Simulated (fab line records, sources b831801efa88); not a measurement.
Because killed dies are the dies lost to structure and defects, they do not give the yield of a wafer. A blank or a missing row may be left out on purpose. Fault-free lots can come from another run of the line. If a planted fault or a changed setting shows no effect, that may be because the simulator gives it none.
The same fault as seen by 2 desks	flow sky130	what lay behind the numbers comes last; until then each desk has only its own

== THE METROLOGY DESK ==
Lot by lot, what the gauges showed, no matter which tool ran the lot: averages of those sampled wafers that carry a number. Marked OUT: a lot whose mean sits more than 4 standard deviations from the usual mean, which makes it out of limits; the brackets give that distance.
Columns: A = cd_nm at SKY_METAL1_CD_MEAS_15, usual 140.3 nm; B = METAL2_OVL at SKY_METAL2_OVL_MEAS_16, usual -1 nm
lot	first seen here	A	B
L240	day 32 08:38	140.7	6
L241	day 32 13:44	139.1	-1
L242	day 33 02:43	142.9	2
L243	day 33 09:41	142.4	1
L244	day 34 12:52	141.6	-1
L247	day 35 01:22	140.7	0
L248	day 35 07:01	138.0	3
L250	day 36 00:08	139.3	-1
L256	day 37 13:55	139.5	-5
L259	day 39 03:19	139.9	-6
L261	day 39 16:50	138.6	-0
L263	day 39 21:17	141.3	2
This desk found nothing out of limits on any of the 12 lots.

== AT THE TOOL OWNER'S DESK: pvd_sputter-03 ==
The tool's own readings at SKY_METAL2_SPUTTER_00 (material Ti, target thk 15 nm, time 10 s): means of the sampled wafers that have a number, for each lot that ran on this tool. Marked OUT: a lot whose mean sits more than 4 standard deviations from the usual mean, which makes it out of limits; the brackets give that distance.
Columns: A = chamber_pressure_pa at SKY_METAL2_SPUTTER_00, usual 0.4000 Pa; B = throttle_valve_pct at SKY_METAL2_SPUTTER_00, usual 29.6 %
lot	first seen here	A	B
L241	day 33 20:34	0.4002	29.5
L243	day 34 16:02	0.3998	29.2
L256	day 38 18:00	0.4003	29.7
L259	day 40 07:25	0.3616 (-53) OUT	31.2
L261	day 40 20:23	0.3616 (-53) OUT	31.3
This desk finds L259, L261 out of limits, L259 being first, at day 40 07:25 (chamber_pressure_pa at SKY_METAL2_SPUTTER_00). L241, L243, L256: within limits.

== ALL TOGETHER ==
On L259, L261, at day 40 07:25, an alarm was possible from the tool owner's desk.
Nothing out of limits was seen by the metrology desk.
The metrology desk has L259, L261 on record, within its limits.
The lots listed all ran SKY_METAL2_SPUTTER_00 on pvd_sputter-03.

== WHAT WAS PUT IN BY THE SIMULATOR ==
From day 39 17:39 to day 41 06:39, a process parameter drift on pvd_sputter-03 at SKY_METAL2_SPUTTER_00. Setting chamber_pressure_pa, moved by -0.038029, from 0.4. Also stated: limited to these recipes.
Shown lots that were struck: L259, L261.
Delay in hours, fault start to first out-of-limits reading, by desk: the tool owner's desk at 14.
